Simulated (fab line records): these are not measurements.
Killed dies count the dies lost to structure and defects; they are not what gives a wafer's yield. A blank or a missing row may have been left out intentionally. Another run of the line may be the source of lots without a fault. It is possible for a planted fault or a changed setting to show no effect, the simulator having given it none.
fab line records -- flow sky130
[record] lots = 14, wafers = 42, last_day = 50
route steps=708 shown FIELD_ISO@14 LDD_N@250 METAL1@440 VIA1@470 PAD_OPEN@708
lots that met no fault: taken from a fault-free run of the same line
start_h: hours from the record's opening day to when the first of the lot's shown wafers began -- wait_h: how many hours have passed since the lot's step before this one -- " same as the row above -- L1.1+2: a single row standing in for several wafers -- - either no value or no given start -- * or withheld: withheld -- < > ~ a bound
route shown NAME@n: names a module that has steps shown in the file, with the first one's number in the route -- usual: mean/standard deviation taken from wafers without a fault -- same: alike in all rows -- chamber/n: place in a boat -- sites: each site's reading -- _std_site: the values' standard deviation -- _edge_site: the outer-site mean with the inner-site mean subtracted -- radius_mm: for every site, how far away it sits from the centre of the wafer -- mask NAME#n: copy n -- behind: tool/chamber where the wafer was last shaped -- hold: reason for holding the lot/hours on hold/outcome of the hold -- device: the transistor (n, p or np) that didn't switch -- end of line: tests of these same wafers at the route's end -- a step with no rows: only its recipe -- killed: at the first sort, the dies lost to defects and structure; wafer yield is something else -- map: a wafer's dies, marking killed ones x, the rest . and places with no die _
set.NAME: the setting as run; set.NAME@STEP: as run at that earlier step -- model.NAME: the simulator's own value behind a step, which no gauge read
steps of the route over a sample of lots; a table a step, a row a wafer
services: from which hour (start_h, from the record's first day; less than 0 if before it) a tool's chamber was out of use, for how many hours, and why
[[steps]]
[step SKY_FIELD_ISO_CD_MEAS_13]
[recipe] target_cd_nm = 150
[usual] cd_nm = 150.2/1.5
lot.wafer,tool,chamber,start_h,wait_h,cd_nm
L237.1,cd_sem-01,-,34.44,-,149.4
L237.3,cd_sem-01,-,34.44,-,150.0
L237.5,cd_sem-01,-,34.44,-,149.9
L238.3,cd_sem-01,-,38.41,-,149.4
L238.4,cd_sem-01,-,38.41,-,149.5
L238.6,cd_sem-01,-,38.41,-,149.1
L239.1,cd_sem-01,-,44.19,-,150.4
L239.5,cd_sem-01,-,44.19,-,150.9
L239.6,cd_sem-01,-,44.19,-,149.5
L240.2,cd_sem-01,-,51.31,-,147.0
L240.3,cd_sem-01,-,51.31,-,146.2
L240.6,cd_sem-01,-,51.31,-,148.0
L242.3,cd_sem-01,-,62.18,-,150.5
L242.5,cd_sem-01,-,62.18,-,151.0
L242.6,cd_sem-01,-,62.18,-,149.3
L244.2,cd_sem-01,-,71.99,-,148.9
L244.4,cd_sem-01,-,71.99,-,150.5
L244.6,cd_sem-01,-,71.99,-,151.3
L246.1,cd_sem-01,-,80.72,-,152.0
L246.2,cd_sem-01,-,80.72,-,152.1
L246.3,cd_sem-01,-,80.72,-,151.0
L252.3,cd_sem-02,-,112.56,-,154.3
L252.5,cd_sem-02,-,112.56,-,153.8
L252.6,cd_sem-02,-,112.56,-,154.1
L253.1,cd_sem-02,-,116.72,-,151.4
L253.2,cd_sem-02,-,116.72,-,151.5
L253.3,cd_sem-02,-,116.72,-,151.1
L254.1,cd_sem-02,-,121.97,-,149.8
L254.2,cd_sem-02,-,121.97,-,150.1
L254.6,cd_sem-02,-,121.97,-,149.9
L255.1,cd_sem-01,-,127.97,-,149.2
L255.2,cd_sem-01,-,127.97,-,148.7
L255.6,cd_sem-01,-,127.97,-,148.8
L256.1,cd_sem-02,-,133.77,-,148.9
L256.2,cd_sem-02,-,133.77,-,147.7
L256.5,cd_sem-02,-,133.77,-,148.8
L257.1,cd_sem-02,-,139.79,-,150.3
L257.2,cd_sem-02,-,139.79,-,147.4
L257.5,cd_sem-02,-,139.79,-,149.0
L258.3,cd_sem-01,-,142.98,-,151.9
L258.4,cd_sem-01,-,142.98,-,151.2
L258.6,cd_sem-01,-,142.98,-,152.1
[step SKY_LDD_N_IMPLANT_13]
[recipe] species = BF2, energy_kev = 50, dose_cm2 = 5e+12, tilt_deg = 30, rotation_deg = 90
[usual] beam_energy_keV = 49.999/0.014
lot.wafer,tool,chamber,start_h,wait_h,beam_energy_keV
L237.1,implanter-03,0,418.91,0.1,50.005
L237.3,implanter-03,0,418.91,0.1,50.011
L237.5,implanter-03,0,418.91,0.1,50.009
L238.3,implanter-03,0,427.92,0.1,49.983
L238.4,implanter-03,0,427.92,0.1,50.017
L238.6,implanter-03,0,427.92,0.1,49.990
L239.1,implanter-02,0,430.07,0.1,50.027
L239.5,implanter-02,0,430.07,0.1,50.012
L239.6,implanter-02,0,430.07,0.1,49.967
L240.2,implanter-03,0,439.38,0.1,50.005
L240.3,implanter-03,0,439.38,0.1,50.012
L240.6,implanter-03,0,439.38,0.1,50.011
L242.3,implanter-04,0,457.82,0.1,49.998
L242.5,implanter-04,0,457.82,0.1,50.013
L242.6,implanter-04,0,457.82,0.1,50.010
L242.3,implanter-04,0,458.14,0.3,49.981
L242.5,implanter-04,0,458.14,0.3,50.011
L242.6,implanter-04,0,458.14,0.3,49.996
L244.2,implanter-04,0,480.58,0.1,49.994
L244.4,implanter-04,0,480.58,0.1,50.005
L244.6,implanter-04,0,480.58,0.1,50.005
L244.2,implanter-04,0,480.90,0.3,50.004
L244.4,implanter-04,0,480.90,0.3,50.005
L244.6,implanter-04,0,480.90,0.3,50.014
L246.1,implanter-02,0,494.67,2.5,50.012
L246.2,implanter-02,0,494.67,2.5,50.042
L246.3,implanter-02,0,494.67,2.5,50.020
L246.1,implanter-02,0,494.99,0.3,50.010
L246.2,implanter-02,0,494.99,0.3,50.017
L246.3,implanter-02,0,494.99,0.3,50.003
L252.3,implanter-03,0,547.16,0.1,49.993
L252.5,implanter-03,0,547.16,0.1,50.007
L252.6,implanter-03,0,547.16,0.1,49.985
L253.1,implanter-04,0,549.91,0.1,50.010
L253.2,implanter-04,0,549.91,0.1,49.993
L253.3,implanter-04,0,549.91,0.1,50.002
L254.1,implanter-03,0,552.91,0.1,49.991
L254.2,implanter-03,0,552.91,0.1,50.006
L254.6,implanter-03,0,552.91,0.1,49.986
L255.1,implanter-02,0,574.72,0.1,49.995
L255.2,implanter-02,0,574.72,0.1,49.995
L255.6,implanter-02,0,574.72,0.1,49.999
L256.1,implanter-03,0,575.47,0.1,50.024
L256.2,implanter-03,0,575.47,0.1,50.005
L256.5,implanter-03,0,575.47,0.1,49.992
L257.1,implanter-04,0,579.86,0.1,49.975
L257.2,implanter-04,0,579.86,0.1,49.987
L257.5,implanter-04,0,579.86,0.1,49.984
L258.3,implanter-02,0,592.41,0.1,49.999
L258.4,implanter-02,0,592.41,0.1,50.001
L258.6,implanter-02,0,592.41,0.1,49.996
[step SKY_METAL1_THK_MEAS_06]
[recipe] thk_meas_gauge = xrf, reads = AlCu_of_METAL1_SPUTTER_02
[usual] METAL1_ALCU_THK = 249/3.1
lot.wafer,tool,chamber,start_h,wait_h,METAL1_ALCU_THK[nm]
L237.1,film_metro-02,-,751.42,0.1,249
L237.3,film_metro-02,-,751.42,0.1,247
L237.5,film_metro-02,-,751.42,0.1,252
L238.3,film_metro-04,-,758.73,0.1,248
L238.4,film_metro-04,-,758.73,0.1,246
L238.6,film_metro-04,-,758.73,0.1,248
L239.1,film_metro-02,-,760.84,0.1,250
L239.5,film_metro-02,-,760.84,0.1,252
L239.6,film_metro-02,-,760.84,0.1,247
L240.2,film_metro-04,-,769.38,0.1,242
L240.3,film_metro-04,-,769.38,0.1,244
L240.6,film_metro-04,-,769.38,0.1,241
L242.3,film_metro-03,-,787.04,0.1,246
L242.5,film_metro-03,-,787.04,0.1,245
L242.6,film_metro-03,-,787.04,0.1,247
L244.2,film_metro-02,-,804.69,0.1,256
L244.4,film_metro-02,-,804.69,0.1,252
L244.6,film_metro-02,-,804.69,0.1,256
L246.1,film_metro-02,-,816.24,0.1,245
L246.2,film_metro-02,-,816.24,0.1,249
L246.3,film_metro-02,-,816.24,0.1,251
L252.3,film_metro-02,-,863.09,0.1,247
L252.5,film_metro-02,-,863.09,0.1,251
L252.6,film_metro-02,-,863.09,0.1,247
L253.1,film_metro-02,-,865.73,0.1,250
L253.2,film_metro-02,-,865.73,0.1,247
L253.3,film_metro-02,-,865.73,0.1,247
L254.1,film_metro-04,-,867.03,0.1,245
L254.2,film_metro-04,-,867.03,0.1,249
L254.6,film_metro-04,-,867.03,0.1,249
L255.1,film_metro-03,-,884.08,0.1,255
L255.2,film_metro-03,-,884.08,0.1,258
L255.6,film_metro-03,-,884.08,0.1,254
L256.1,film_metro-04,-,888.43,0.1,251
L256.2,film_metro-04,-,888.43,0.1,250
L256.5,film_metro-04,-,888.43,0.1,254
L257.1,film_metro-03,-,892.95,0.1,249
L257.2,film_metro-03,-,892.95,0.1,251
L257.5,film_metro-03,-,892.95,0.1,249
L258.3,film_metro-02,-,901.77,0.1,246
L258.4,film_metro-02,-,901.77,0.1,246
L258.6,film_metro-02,-,901.77,0.1,247
[step SKY_VIA1_CD_MEAS_12]
[recipe] target_cd_nm = 150
[usual] cd_nm = 150.4/1.8
lot.wafer,tool,chamber,start_h,wait_h,cd_nm
L237.1,cd_sem-02,-,807.19,-,150.4
L237.3,cd_sem-02,-,807.19,-,149.8
L237.5,cd_sem-02,-,807.19,-,150.0
L238.3,cd_sem-02,-,813.51,-,149.7
L238.4,cd_sem-02,-,813.51,-,149.4
L238.6,cd_sem-02,-,813.51,-,150.3
L239.1,cd_sem-01,-,815.06,-,148.9
L239.5,cd_sem-01,-,815.06,-,150.4
L239.6,cd_sem-01,-,815.06,-,151.2
L240.2,cd_sem-02,-,824.66,-,148.2
L240.3,cd_sem-02,-,824.66,-,150.3
L240.6,cd_sem-02,-,824.66,-,150.2
L242.3,cd_sem-02,-,841.06,-,151.3
L242.5,cd_sem-02,-,841.06,-,150.0
L242.6,cd_sem-02,-,841.06,-,151.1
L244.2,cd_sem-01,-,858.36,-,151.6
L244.4,cd_sem-01,-,858.36,-,151.0
L244.6,cd_sem-01,-,858.36,-,151.4
L246.1,cd_sem-02,-,869.89,-,152.8
L246.2,cd_sem-02,-,869.89,-,149.8
L246.3,cd_sem-02,-,869.89,-,152.6
L252.3,cd_sem-02,-,916.48,-,146.2
L252.5,cd_sem-02,-,916.48,-,147.4
L252.6,cd_sem-02,-,916.48,-,148.3
L253.1,cd_sem-02,-,918.49,-,148.5
L253.2,cd_sem-02,-,918.49,-,146.9
L253.3,cd_sem-02,-,918.49,-,149.3
L254.1,cd_sem-01,-,919.84,-,148.3
L254.2,cd_sem-01,-,919.84,-,150.1
L254.6,cd_sem-01,-,919.84,-,149.4
L255.1,cd_sem-01,-,936.12,-,153.2
L255.2,cd_sem-01,-,936.12,-,153.1
L255.6,cd_sem-01,-,936.12,-,155.3
L256.1,cd_sem-02,-,939.99,-,150.6
L256.2,cd_sem-02,-,939.99,-,148.8
L256.5,cd_sem-02,-,939.99,-,150.2
L257.1,cd_sem-01,-,943.47,-,152.8
L257.2,cd_sem-01,-,943.47,-,153.3
L257.5,cd_sem-01,-,943.47,-,153.4
L258.3,cd_sem-02,-,952.23,-,151.4
L258.4,cd_sem-02,-,952.23,-,151.1
L258.6,cd_sem-02,-,952.23,-,148.8
[step SKY_PAD_OPEN_PROBE_99]
[usual] killed_at_M0_to_M3 = 44/7, killed_at_M4_up = 3.1/1.8, killed_at_contacts = 25/5.1, killed_at_front_end = 15/4.3, killed_at_other = 0.3/0.61, killed_dies = 87/9.8, killed_open = 48/7, killed_short = 38/6.3
[same] gross_dies = 492, killed_at_back_side = 0
lot.wafer,tool,chamber,start_h,wait_h,killed_at_M0_to_M3,killed_at_M4_up,killed_at_contacts,killed_at_front_end,killed_at_other,killed_dies,killed_open,killed_short
L255.2,prober-01,-,1182.64,0.1,41,5,26,10,0,82,42,40
// killed by level:class
L255.2 METAL2:geometric_particle:short=8 CONTACT:geometric_particle:open=8 VIA3:geometric_particle:open=7 LI_CONTACT:geometric_particle:short=6 LI_CONTACT:geometric_particle:open=6 VIA1:geometric_particle:open=5 VIA2:geometric_particle:open=4 VIA2:geometric_particle:short=4
[[services]]
tool,chamber,start_h,hours,kind
implanter-04,-,448.88,5.1,repair
implanter-02,-,485.50,5.8,pm
implanter-04,-,544.36,3.2,pm
implanter-04,-,571.35,3.6,repair
implanter-04,-,571.73,1.2,repair
implanter-03,-,589.86,5.3,pm
[[key]]
[first_sign] step = SKY_LDD_N_IMPLANT_13, reading = visit, direction = added
effect none on later readings
met_at SKY_LDD_N_IMPLANT_13
struck_lots L242,L244,L246
tester_left_out L242,L244,L246
not_acting_at SKY_FIELD_ISO_CD_MEAS_13,SKY_METAL1_THK_MEAS_06,SKY_VIA1_CD_MEAS_12
[fault] kind = repeated_step_whole, tool = implanter-02,implanter-03,implanter-04, chamber = -, onset_h = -, steps = SKY_LDD_N_IMPLANT_13, times = 1, scope = struck_lots_only
// tester_left_out: of these lots the tester's yield and bins aren't shown, on N5 and GAA mostly nor the transistor test; their killed dies are dies lost to structure and defects alone, not to doping, threshold or leakage, so they don't give the yield
